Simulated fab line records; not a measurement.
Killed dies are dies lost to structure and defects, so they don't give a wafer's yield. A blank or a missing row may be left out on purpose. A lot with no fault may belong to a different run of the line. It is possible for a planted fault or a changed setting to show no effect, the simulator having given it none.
Struck lot and sound lot, side by side || flow sky130 || 17 steps out of a route of 708
Sound: the wafers L141.4, L141.5, L141.6. Struck: wafers L157.1, L157.6. (L157.5 of the same lot was not struck and is left out.) The cause comes at the end.
Each step with rows lists, per side, the tool, then ch with its chambers, then its first start. Under that, the readings that differ: sound wafers || struck wafers || difference of the means || sigmas: that difference in standard deviations of wafers without a fault.
alike: same words and numbers on both sides, and readings whose means sit less than 2 such deviations apart. not compared: any withheld reading, any reading some wafer has no value for, any bound like >300 that may hide the same value, and any number with overlapping values for which the record gives no deviation.
The two part at a step that has a row with sigmas, a row that says differs or no value, or rows on one side only. Non-overlapping numbers with no deviation appear without sigmas and do not part them. A reading that every wafer of one side lacks parts them only if that side has two wafers or more.

SKY_LOCAL_INTERCONNECT_RS_MEAS_01: uses a four-point probe to measure.
  sound: film_metro-04 at day 30 04:59; struck: film_metro-02 at day 35 06:52
  alike: LOCAL_INTERCONNECT_TIN_RS
SKY_LOCAL_INTERCONNECT_THK_MEAS_02: measures by xrf.
  sound: film_metro-04 at day 30 05:05; struck: film_metro-02 at day 35 06:59
  alike: LOCAL_INTERCONNECT_TIN_THK
then, 8 steps without rows for these wafers: SKY_LOCAL_INTERCONNECT_DEHYDRATE_03 (time 60 s); SKY_LOCAL_INTERCONNECT_HMDS_04 (prime time 60 s); SKY_LOCAL_INTERCONNECT_COAT_05 (resist thk 60 nm); SKY_LOCAL_INTERCONNECT_COAT_06 (resist thk 450 nm); SKY_LOCAL_INTERCONNECT_SOFTBAKE_07 (time 90 s); SKY_LOCAL_INTERCONNECT_EXPOSE_08 (exposes mask LI1M, target cd 170 nm); SKY_LOCAL_INTERCONNECT_PEB_09; SKY_LOCAL_INTERCONNECT_DEVELOP_10 (develop time 60 s).
SKY_LOCAL_INTERCONNECT_CD_MEAS_11 targets a cd of 170 nm.
  sound: cd_sem-02 at day 31 09:13; struck: cd_sem-02 at day 36 09:30
  alike: cd_nm
SKY_LOCAL_INTERCONNECT_OVL_MEAS_12:
  sound: overlay-01 at day 31 09:17; struck: overlay-02 at day 36 09:37
  alike: LOCAL_INTERCONNECT_OVL
SKY_LOCAL_INTERCONNECT_ETCH_13: etches BARC in N2/H2, stops on SiO2, time 45.9 s, target depth 60 nm.
  sound on rie_metal-02 ch 0,1, day 31 09:20; struck on rie_metal-01 ch 1, day 36 09:39
{"reading": "drypump_motor_current_A (A)", "sound": "6.0 6.0 6.3", "struck": "5.1 5.1", "difference": -1.0, "sigmas": -2}
{"reading": "oes_product_au (a.u.)", "sound": "0.857 0.857 0.850", "struck": "0.804 0.812", "difference": -0.047, "sigmas": -10}
{"reading": "run_length_s (s)", "sound": "73.9 74.3 73.9", "struck": "78.5 78.2", "difference": "+4.3", "sigmas": "+6"}
{"reading": "model.KrF-thick_of_LOCAL_INTERCONNECT_COAT_06.thk_nm (nm)", "sound": "392.2 392.5 393.2", "struck": "387.4 388.1", "difference": -4.9, "sigmas": ""}
{"reading": "model.SiO2_of_SONOS_ONO_CVD_04.thk_nm (nm)", "sound": "4.255 4.202 4.205", "struck": "4.074 3.987", "difference": -0.190, "sigmas": ""}
  alike: bias_w, throttle_valve_pct
  not compared: rf_hours_counter_h
SKY_LOCAL_INTERCONNECT_METAL_ETCH_14: etches TiN in Cl2/BCl3, stops on PSG, target depth 110 nm, time 31.4 s.
  sound on rie_metal-02 ch 0,1, day 31 09:23; struck on rie_metal-01 ch 1, day 36 09:43
{"reading": "drypump_motor_current_A (A)", "sound": "6.0 6.0 6.3", "struck": "5.1 5.1", "difference": -1.0, "sigmas": -2}
{"reading": "model.KrF-thick_of_LOCAL_INTERCONNECT_COAT_06.thk_nm (nm)", "sound": "346.6 347.5 349", "struck": "343 343.8", "difference": -4, "sigmas": ""}
  alike: bias_w, oes_product_au, run_length_s, throttle_valve_pct
  not compared: rf_hours_counter_h
SKY_LOCAL_INTERCONNECT_STRIP_15: strips in O2/N2.
  sound on plasma_asher-04 ch 0,1, day 31 09:27; struck on plasma_asher-04 ch 0, day 36 09:46
  alike: drypump_motor_current_A, oes_product_au, strip_time_to_endpoint_s
  not compared: rf_hours_counter_h
then, 1 step without rows for these wafers: SKY_LOCAL_INTERCONNECT_STRIP_16 (strips in post etch residue remover, time 1200 s).
-- a jump in the record: the struck wafers' starts before and after are 14 days apart (it breaks off in module LOCAL_INTERCONNECT and resumes in module PAD_OPEN, where the first step shown is number 708 of the route) --
SKY_PAD_OPEN_PROBE_99:
  sound: prober-01 at day 46 16:45; struck: prober-01 at day 50 09:29
  alike: killed_at_M0_to_M3, killed_at_M4_up, killed_at_contacts, killed_at_front_end, killed_at_other, killed_dies, killed_open, killed_short

## WHERE THEY PART
First at SKY_LOCAL_INTERCONNECT_ETCH_13; last, within this record, at SKY_LOCAL_INTERCONNECT_METAL_ETCH_14. Later steps at which nothing parts them and some readings are alike: SKY_LOCAL_INTERCONNECT_STRIP_15, SKY_PAD_OPEN_PROBE_99.

WHY: what had been put in by the simulator
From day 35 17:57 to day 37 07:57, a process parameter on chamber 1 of rie_metal-01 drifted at SKY_LOCAL_INTERCONNECT_ETCH_13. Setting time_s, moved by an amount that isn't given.
